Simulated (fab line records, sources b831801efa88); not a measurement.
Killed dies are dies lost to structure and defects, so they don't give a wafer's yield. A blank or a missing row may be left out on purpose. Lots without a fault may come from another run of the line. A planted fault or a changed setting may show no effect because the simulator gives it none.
fab line records | flow sky130
record lots=5 wafers=15 last_day=50
route steps=708 shown CONTACT@424 METAL1@434 PAD_OPEN@708
lots that met no fault: from a run of the same line without faults
start_h: hours from the record's first day to the start of the lot's first wafer shown | wait_h: hours since the lot's step before | " the same as in the row above | L1.1+2: a row that stands for several wafers | - no value, or no start given | * or withheld: withheld | < > ~ a bound
route shown NAME@n: a module of which the file shows steps, and the number in the route of the first | usual: mean/standard deviation of fault-free wafers | same: alike in all rows | chamber/n: place in a boat | sites: the reading at each site | _std_site: their standard deviation | _edge_site: outer sites' mean less inner sites' | radius_mm: how far each site lies from the wafer's centre | mask NAME#n: copy n | behind: the tool/chamber that last shaped the wafer | hold: why the lot was held/for how many hours/how that ended | device: the transistor (n, p or np) that didn't switch | end of line: the same wafers' tests at the end of the route | a step without rows: its recipe alone | killed: dies lost to structure and defects at the first sort, not the wafer's yield | map: a wafer's dies, x killed, . not, _ none there
set.NAME: the setting as run; set.NAME@STEP: as run at that earlier step | model.NAME: the simulator's own value behind a step, which no gauge read
lots at some steps of the route; a table a step, a row a wafer
services: from which hour (start_h, from the record's first day; less than 0 if before it) a tool's chamber was out of use, for how many hours, and why
## steps
# step SKY_CONTACT_ETCH_18
# recipe target=Si3N4 chemistry=CHF3/O2 stop_on=TiN source_w=600 bias_w=200 pressure_mtorr=40 chf3_flow_sccm=50 O2_flow_sccm=5 time_s=39 target_depth_a=750
# usual drypump_motor_current_A=5.9/0.43 oes_product_au=0.855/0.0083 throttle_valve_pct=8.792/0.0091
# columns lot.wafer tool chamber start_h wait_h drypump_motor_current_A oes_product_au rf_hours_counter_h throttle_valve_pct
L381.1 rie_diel-04 1 - - 5.4 0.846 17 8.780
L381.2 " 2 " " 6.2 0.863 0 8.800
L381.4 " 0 " " 5.5 0.873 2 8.787
L389.1 rie_diel-01 2 - - 5.7 0.848 18 8.794
L389.2 " 1 " " 6.1 0.848 25 8.811
L389.4 " 3 " " 5.1 0.862 12 8.790
L398.2 rie_diel-01 3 - - 5.1 0.852 14 8.797
L398.5 " 0 " " 6.2 0.855 - 8.800
L398.6 " 1 " " 6.1 0.854 - 8.801
L401.1 rie_diel-03 1 - - 5.9 0.841 25 8.812
L401.2 " 2 " " 6.5 0.842 6 8.784
L401.3 " 0 " " 6.1 0.844 18 8.782
L402.2 rie_diel-03 2 - - 6.5 0.846 6 8.783
L402.5 " 2 " " 6.4 0.860 - 8.797
L402.6 " 3 " " 6.3 0.852 - 8.778
# step SKY_CONTACT_STRIP_19
# recipe chemistry=O2/N2 power_w=1400 pressure_mtorr=1500 platen_temp_c=withheld o2_flow_sccm=3000 n2_flow_sccm=300 overash_fraction=0.5
# step SKY_CONTACT_STRIP_20
# recipe chemistry=post_etch_residue_remover time_s=1200 temp_c=72.5
# step SKY_CONTACT_CLEAN_21
# recipe chemistry=IPA time_s=180 temp_c=25
# step SKY_CONTACT_CLEAN_22
# recipe chemistry=O3/DIW dry=n2_spin
# step SKY_CONTACT_SPUTTER_23
# recipe material=TiN target_thk_nm=20 chamber_pressure_pa=5 power_w=4000 time_s=80
# step SKY_CONTACT_CVD_24
# recipe material=W target_thk_nm=340 time_s=102.12 temp_c=400 pressure_torr=40
# usual heater_power_w=847/38
# columns lot.wafer tool chamber start_h wait_h heater_power_w
L381.1 cvd_w-01 1 775.50 0.0 831
L381.2 " 0 " " 848
L381.4 " 0 " " 896
L389.1 cvd_w-01 0 818.90 0.0 870
L389.2 " 1 " " 834
L389.4 " 1 " " 829
L398.2 cvd_w-02 1 879.66 0.0 785
L398.5 " 1 " " 800
L398.6 " 0 " " 901
L401.1 cvd_w-01 0 904.33 0.0 869
L401.2 " 1 " " 798
L401.3 " 0 " " 888
L402.2 cvd_w-01 1 906.12 0.0 827
L402.5 " 0 " " 875
L402.6 " 1 " " 839
# step SKY_CONTACT_RS_MEAS_25
# recipe thk_meas_gauge=four-point-probe reads=W_of_CONTACT_CVD_24+TiN_of_CONTACT_SPUTTER_23
# usual CONTACT_W_RS=0.337/0.005
# columns lot.wafer tool chamber start_h wait_h CONTACT_W_RS[ohm/sq]
L381.1 film_metro-03 - 775.61 0.1 0.337
L381.2 " - " " 0.329
L381.4 " - " " 0.329
L389.1 film_metro-01 - 819.01 0.1 0.337
L389.2 " - " " 0.342
L389.4 " - " " 0.345
L398.2 film_metro-03 - 879.79 0.1 0.336
L398.5 " - " " 0.335
L398.6 " - " " 0.337
L401.1 film_metro-01 - 904.44 0.1 0.334
L401.2 " - " " 0.338
L401.3 " - " " 0.336
L402.2 film_metro-03 - 906.25 0.1 0.338
L402.5 " - " " 0.335
L402.6 " - " " 0.340
# step SKY_CONTACT_THK_MEAS_26
# recipe thk_meas_gauge=xrf reads=W_of_CONTACT_CVD_24
# usual CONTACT_W_THK=345/6.7
# columns lot.wafer tool chamber start_h wait_h CONTACT_W_THK[nm]
L381.1 film_metro-03 - 775.73 0.1 344
L381.2 " - " " 353
L381.4 " - " " 353
L389.1 film_metro-01 - 819.13 0.1 340
L389.2 " - " " 335
L389.4 " - " " 335
L398.2 film_metro-03 - 879.90 0.1 345
L398.5 " - " " 345
L398.6 " - " " 342
L401.1 film_metro-01 - 904.56 0.1 343
L401.2 " - " " 341
L401.3 " - " " 342
L402.2 film_metro-03 - 906.36 0.1 339
L402.5 " - " " 342
L402.6 " - " " 338
# step SKY_CONTACT_CMP_27
# recipe stop_on=SiO2 t_overpolish_s=15 down_force_psi=3.5 platen_rpm=60 target_thk_nm=0 pad_velocity_m_s=0.94248
# usual edge_zone_pressure_frac=1.001/0.0052 motor_current_A=11.0/0.78 overpolish_run_s=14.998/0.0099 time_to_endpoint_s=83/3.6
# same t_overpolish_s=15
# columns lot.wafer tool chamber start_h wait_h edge_zone_pressure_frac motor_current_A overpolish_run_s time_to_endpoint_s
L381.4 cmp-02 0 775.79 0.0 0.992 11.2 15.000 82
L381.1 " 1 " " 1.001 10.9 15.017 76
L381.2 " 3 " " 1.004 11.6 14.986 84
L389.2 cmp-02 1 819.19 0.0 1.000 10.9 15.000 75
L389.4 " 3 " " 0.993 11.5 14.997 83
L389.1 " 0 " " 0.992 12.1 14.991 82
L398.2 cmp-01 3 880.00 0.1 0.997 9.7 14.994 89
L398.6 " 2 " " 0.992 12.2 15.003 85
L398.5 " 3 " " 1.000 9.8 15.010 88
L401.2 cmp-01 2 904.62 0.0 1.005 11.9 14.993 79
L401.3 " 3 " " 0.988 9.8 15.022 89
L401.1 " 0 " " 1.004 11.2 15.005 84
L402.2 cmp-01 2 906.51 0.1 1.004 11.5 14.983 86
L402.5 " 0 " " 0.999 11.0 15.000 83
L402.6 " 1 " " 0.998 10.1 14.986 86
# step SKY_METAL1_SPUTTER_00
# recipe material=Ti target_thk_nm=15 power_w=3000 time_s=10 chamber_pressure_pa=0.407
# step SKY_METAL1_SPUTTER_01
# recipe material=TiN target_thk_nm=20 power_w=6500 time_s=16.7 chamber_pressure_pa=0.4
# step SKY_METAL1_SPUTTER_02
# recipe material=AlCu target_thk_nm=250 power_w=10600 time_s=13.3 chamber_pressure_pa=0.4
# usual throttle_valve_pct=30.4/1.2
# columns lot.wafer tool chamber start_h wait_h throttle_valve_pct model.AlCu_of_METAL1_SPUTTER_02.thk_nm
L381.1 pvd_sputter-04 - 776.14 0.0 31.8 251.5
L381.2 " - " " 28.7 252.1
L381.4 " - " " 30.9 250.7
L389.1 pvd_sputter-01 - 819.54 0.0 31.9 248.1
L389.2 " - " " 30.6 246.7
L389.4 " - " " 29.8 250
L398.2 pvd_sputter-04 - 880.30 0.0 30.6 252.3
L398.5 " - " " 31.7 254.4
L398.6 " - " " 28.6 236.5
L401.1 pvd_sputter-02 - 904.97 0.0 29.3 253.2
L401.2 " - " " 31.3 253.9
L401.3 " - " " 30.8 253
L402.2 pvd_sputter-01 - 906.76 0.0 30.5 248
L402.5 " - " " 32.1 248.4
L402.6 " - " " 31.0 250.1
# step SKY_METAL1_SPUTTER_03
# recipe material=Ti target_thk_nm=5 power_w=3000 time_s=3.3 chamber_pressure_pa=0.4
# step SKY_METAL1_SPUTTER_04
# recipe material=TiN target_thk_nm=70 power_w=6500 time_s=58.3 chamber_pressure_pa=0.4
# usual throttle_valve_pct=30.4/1.2
# columns lot.wafer tool chamber start_h wait_h throttle_valve_pct
L381.1 pvd_sputter-04 - 776.18 0.0 31.8
L381.2 " - " " 28.7
L381.4 " - " " 31.2
L389.1 pvd_sputter-01 - 819.58 0.0 31.9
L389.2 " - " " 31.2
L389.4 " - " " 29.6
L398.2 pvd_sputter-04 - 880.34 0.0 31.0
L398.5 " - " " 31.9
L398.6 " - " " 28.8
L401.1 pvd_sputter-02 - 905.01 0.0 29.0
L401.2 " - " " 31.0
L401.3 " - " " 30.7
L402.2 pvd_sputter-01 - 906.80 0.0 30.5
L402.5 " - " " 32.0
L402.6 " - " " 30.9
# step SKY_METAL1_RS_MEAS_05
# recipe thk_meas_gauge=four-point-probe reads=TiN_of_METAL1_SPUTTER_04+Ti_of_METAL1_SPUTTER_03+AlCu_of_METAL1_SPUTTER_02+TiN_of_METAL1_SPUTTER_01+Ti_of_METAL1_SPUTTER_00
# usual METAL1_ALCU_RS=0.1262/0.0017
# columns lot.wafer tool chamber start_h wait_h METAL1_ALCU_RS[ohm/sq]
L381.1 film_metro-03 - 776.23 0.0 0.1255
L381.2 " - " " 0.1251
L381.4 " - " " 0.1259
L389.1 film_metro-01 - 819.63 0.0 0.1279
L389.2 " - " " 0.1285
L389.4 " - " " 0.1269
L398.2 film_metro-03 - 880.41 0.0 0.1250
L398.5 " - " " 0.1241
L398.6 " - " " 0.1341
L401.1 film_metro-02 - 905.06 0.0 0.1248
L401.2 " - " " 0.1248
L401.3 " - " " 0.1252
L402.2 film_metro-01 - 906.87 0.0 0.1280
L402.5 " - " " 0.1278
L402.6 " - " " 0.1268
# step SKY_METAL1_THK_MEAS_06
# recipe thk_meas_gauge=xrf reads=AlCu_of_METAL1_SPUTTER_02
# usual METAL1_ALCU_THK=246/3.7
# columns lot.wafer tool chamber start_h wait_h METAL1_ALCU_THK[nm]
L381.1 film_metro-03 - 776.35 0.1 247
L381.2 " - " " 251
L381.4 " - " " 247
L389.1 film_metro-01 - 819.75 0.1 243
L389.2 " - " " 240
L389.4 " - " " 244
L398.2 film_metro-03 - 880.52 0.1 248
L398.5 " - " " 252
L398.6 " - " " 234
L401.1 film_metro-02 - 905.18 0.1 246
L401.2 " - " " 246
L401.3 " - " " 248
L402.2 film_metro-01 - 906.98 0.1 242
L402.5 " - " " 243
L402.6 " - " " 244
# step SKY_METAL1_DEHYDRATE_07
# recipe temp_c=200 time_s=62.18
# usual chill_plate_temp_C=23.00/0.12 plate_sensor_t_centre_C=201.07/0.01 plate_sensor_t_edge_C=201.55/0.01
# columns lot.wafer tool chamber start_h wait_h chill_plate_temp_C plate_sensor_t_centre_C plate_sensor_t_edge_C
L381.1 litho_track-03 0 789.10 12.7 23.08 201.06 201.56
L381.2 " 0 " " 22.85 201.06 201.55
L381.4 " 0 " " 23.01 201.06 201.55
L389.1 litho_track-02 0 831.74 12.0 23.22 201.07 201.56
L389.2 " 0 " " 23.04 201.06 201.55
L389.4 " 0 " " 23.12 201.06 201.55
L398.2 litho_track-03 0 892.67 12.1 23.25 201.08 201.57
L398.5 " 0 " " 22.88 201.06 201.55
L398.6 " 0 " " 23.12 201.07 201.56
L401.1 litho_track-04 0 916.74 11.5 22.93 201.06 201.54
L401.2 " 0 " " 22.83 201.08 201.53
L401.3 " 0 " " 22.81 201.08 201.56
L402.2 litho_track-03 0 918.37 11.4 23.03 201.08 201.55
L402.5 " 0 " " 23.16 201.07 201.56
L402.6 " 0 " " 23.03 201.09 201.57
# step SKY_PAD_OPEN_PROBE_99
# usual defect_limited_yield=82.2/1.9 killed_at_M0_to_M3=44/6.7 killed_at_M4_up=3.1/1.8 killed_at_contacts=24/5.1 killed_at_front_end=16/4.7 killed_at_other=0.3/0.59 killed_dies=88/9.6 killed_open=48/7.3 killed_short=39/6.5 sort_bin_3_pad_short=0.9/0.43 sort_bin_5_function=10.6/1.6 sort_bin_6_memory=6.3/1.1 sort_n_pass=404/9.6 sort_yield_pct=82.2/1.9
# same gross_dies=492 killed_at_back_side=0 sort_bin_4_leakage[%]=0 sort_bin_8_speed[%]=0
# columns lot.wafer tool chamber start_h wait_h defect_limited_yield[%] killed_at_M0_to_M3 killed_at_M4_up killed_at_contacts killed_at_front_end killed_at_other killed_dies killed_open killed_short sort_bin_3_pad_short[%] sort_bin_5_function[%] sort_bin_6_memory[%] sort_n_pass sort_yield_pct[%]
L381.1 prober-01 - 1105.94 0.1 80.3 56 1 29 11 0 97 49 48 1.2 10.2 8.3 395 80.3
L381.2 prober-01 - 1105.99 0.1 80.1 51 4 29 14 0 98 50 48 1.0 11.0 7.9 394 80.1
L381.4 prober-01 - 1106.09 0.2 78.9 49 2 26 27 0 104 60 43 1.4 13.4 6.3 388 78.9
L389.1 prober-02 - 1139.85 0.1 80.7 47 7 22 18 1 95 56 39 0.6 11.8 6.9 397 80.7
L389.2 prober-02 - 1139.90 0.1 80.9 46 3 29 16 0 94 55 39 1.2 11.2 6.7 398 80.9
L389.4 prober-02 - 1140.00 0.2 81.1 47 3 28 15 0 93 60 33 0.8 11.6 6.5 399 81.1
L398.2 prober-01 - 1179.96 0.1 85.2 40 3 22 8 0 73 53 20 0.2 7.9 6.7 419 85.2
L398.5 prober-01 - 1180.11 0.2 85.2 38 0 19 15 1 73 46 27 0.6 8.5 5.7 419 85.2
L401.1 prober-02 - 1197.42 0.1 80.9 47 3 35 9 0 94 50 44 1.2 12.4 5.5 398 80.9
L401.2 prober-02 - 1197.47 0.1 83.1 38 1 25 19 0 83 48 34 0.2 11.8 4.9 409 83.1
L401.3 prober-02 - 1197.52 0.2 80.1 48 4 18 27 1 98 52 46 0.6 13.4 5.9 394 80.1
# killed by level:class
L381.1 CONTACT:geometric_particle:open=10 METAL2:geometric_particle:short=10 METAL1:geometric_particle:short=9 VIA2:geometric_particle:open=9 VIA1:geometric_particle:open=8 LI_CONTACT:geometric_particle:open=7 VIA3:geometric_particle:open=7 CONTACT:geometric_particle:short=5
L381.2 VIA1:geometric_particle:open=13 METAL1:geometric_particle:short=9 LI_CONTACT:geometric_particle:open=8 LOCAL_INTERCONNECT:geometric_particle:short=8 METAL2:geometric_particle:short=7 VIA3:geometric_particle:open=7 CONTACT:geometric_particle:open=6 CONTACT:geometric_particle:short=3
L381.4 VIA2:geometric_particle:open=12 LI_CONTACT:geometric_particle:open=9 CONTACT:geometric_particle:open=9 METAL1:geometric_particle:short=9 POLY_GATE:geometric_particle:open=8 VIA3:geometric_particle:open=6 VIA1:geometric_particle:open=6 SPACER:geometric_particle:open=5
L389.1 VIA1:geometric_particle:open=11 LI_CONTACT:geometric_particle:open=10 VIA2:geometric_particle:open=10 CONTACT:geometric_particle:open=8 VIA1:geometric_particle:short=7 FIELD_ISO:geometric_particle:short=6 FIELD_ISO:geometric_particle:open=5 POLY_GATE:geometric_particle:open=5
L389.2 LI_CONTACT:geometric_particle:open=12 VIA1:geometric_particle:open=12 CONTACT:geometric_particle:open=8 VIA2:geometric_particle:open=7 METAL2:geometric_particle:short=7 METAL1:geometric_particle:short=6 FIELD_ISO:geometric_particle:short=5 LI_CONTACT:geometric_particle:short=5
L389.4 VIA1:geometric_particle:open=17 LI_CONTACT:geometric_particle:open=11 VIA2:geometric_particle:open=7 METAL2:geometric_particle:short=6 LOCAL_INTERCONNECT:geometric_particle:short=5 CONTACT:geometric_particle:open=5 VIA3:geometric_particle:open=4 FIELD_ISO:geometric_particle:open=4
L398.2 VIA2:geometric_particle:open=13 VIA1:geometric_particle:open=9 VIA3:geometric_particle:open=9 LI_CONTACT:geometric_particle:open=7 CONTACT:geometric_particle:open=6 CONTACT:geometric_particle:short=4 LOCAL_INTERCONNECT:geometric_particle:open=3 METAL2:geometric_particle:short=3
L398.5 VIA1:geometric_particle:open=11 VIA2:geometric_particle:open=10 CONTACT:geometric_particle:open=8 POLY_GATE:geometric_particle:short=5 VIA3:geometric_particle:open=5 POLY_GATE:geometric_particle:open=4 LI_CONTACT:geometric_particle:open=4 CONTACT:geometric_particle:short=3
L401.1 CONTACT:geometric_particle:open=16 VIA1:geometric_particle:open=15 LOCAL_INTERCONNECT:geometric_particle:short=7 VIA2:geometric_particle:open=7 METAL2:geometric_particle:short=6 VIA2:geometric_particle:short=5 CONTACT:geometric_particle:short=4 VIA1:geometric_particle:short=4
L401.2 CONTACT:geometric_particle:open=11 VIA1:geometric_particle:open=9 VIA1:geometric_particle:short=7 FIELD_ISO:geometric_particle:short=6 LI_CONTACT:geometric_particle:open=6 FIELD_ISO:geometric_particle:open=5 VIA2:geometric_particle:open=5 VIA3:geometric_particle:open=5
L401.3 VIA1:geometric_particle:open=12 VIA3:geometric_particle:open=10 FIELD_ISO:geometric_particle:short=9 METAL3:geometric_particle:short=7 POLY_GATE:geometric_particle:open=6 METAL2:geometric_particle:short=6 FIELD_ISO:geometric_particle:open=5 LI_CONTACT:geometric_particle:short=5
## services
# columns tool chamber start_h hours kind
cmp-01 - 766.10 13.0 pm
cvd_w-02 - 776.29 1.0 repair
rie_diel-04 - 781.42 28.1 pm
pvd_sputter-02 - 783.15 2.0 repair
pvd_sputter-04 - 794.81 6.3 repair
pvd_sputter-04 - 799.01 3.4 repair
cmp-02 - 805.63 0.7 repair
rie_diel-04 - 814.97 0.7 repair
rie_diel-01 - 822.17 1.6 repair
rie_diel-01 - 823.73 0.3 repair
cvd_w-01 0 827.02 6.1 repair
rie_diel-01 0 829.36 2.4 repair
rie_diel-04 - 829.96 0.9 repair
rie_diel-04 3 834.88 4.1 repair
pvd_sputter-01 - 849.05 0.9 repair
rie_diel-03 1 856.05 11.5 repair
pvd_sputter-04 - 862.47 0.6 repair
rie_diel-01 2 862.50 14.0 repair
rie_diel-04 1 881.91 5.6 repair
rie_diel-03 - 895.47 0.6 repair
rie_diel-01 3 903.31 7.0 repair
cvd_w-02 - 904.00 14.0 pm
cmp-01 - 912.37 4.0 pm
cvd_w-01 - 913.74 1.1 repair
## key
first_sign step=SKY_METAL1_RS_MEAS_05 reading=METAL1_ALCU_RS direction=up sigmas=4.6 usual=0.1262 struck=0.1341
effect step=SKY_METAL1_THK_MEAS_06 reading=METAL1_ALCU_THK direction=down sigmas=3.3 usual=246 struck=234
model_effect step=SKY_METAL1_SPUTTER_02 value=AlCu_of_METAL1_SPUTTER_02.thk_nm without=251.3 struck=236.5
met_at SKY_METAL1_SPUTTER_02
struck_wafers L398.6
rows_end L398.6
onset_between 776.14 880.30
fault kind=process_parameter_drift tool=pvd_sputter-04 chamber=- onset_h=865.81 steps=SKY_METAL1_SPUTTER_02 channel=time_s offset=* shape=step acts_in=* stated=* scope=struck_wafers_only
# rows_end: these wafers met a further fault down the route, and their rows from its step on are left out
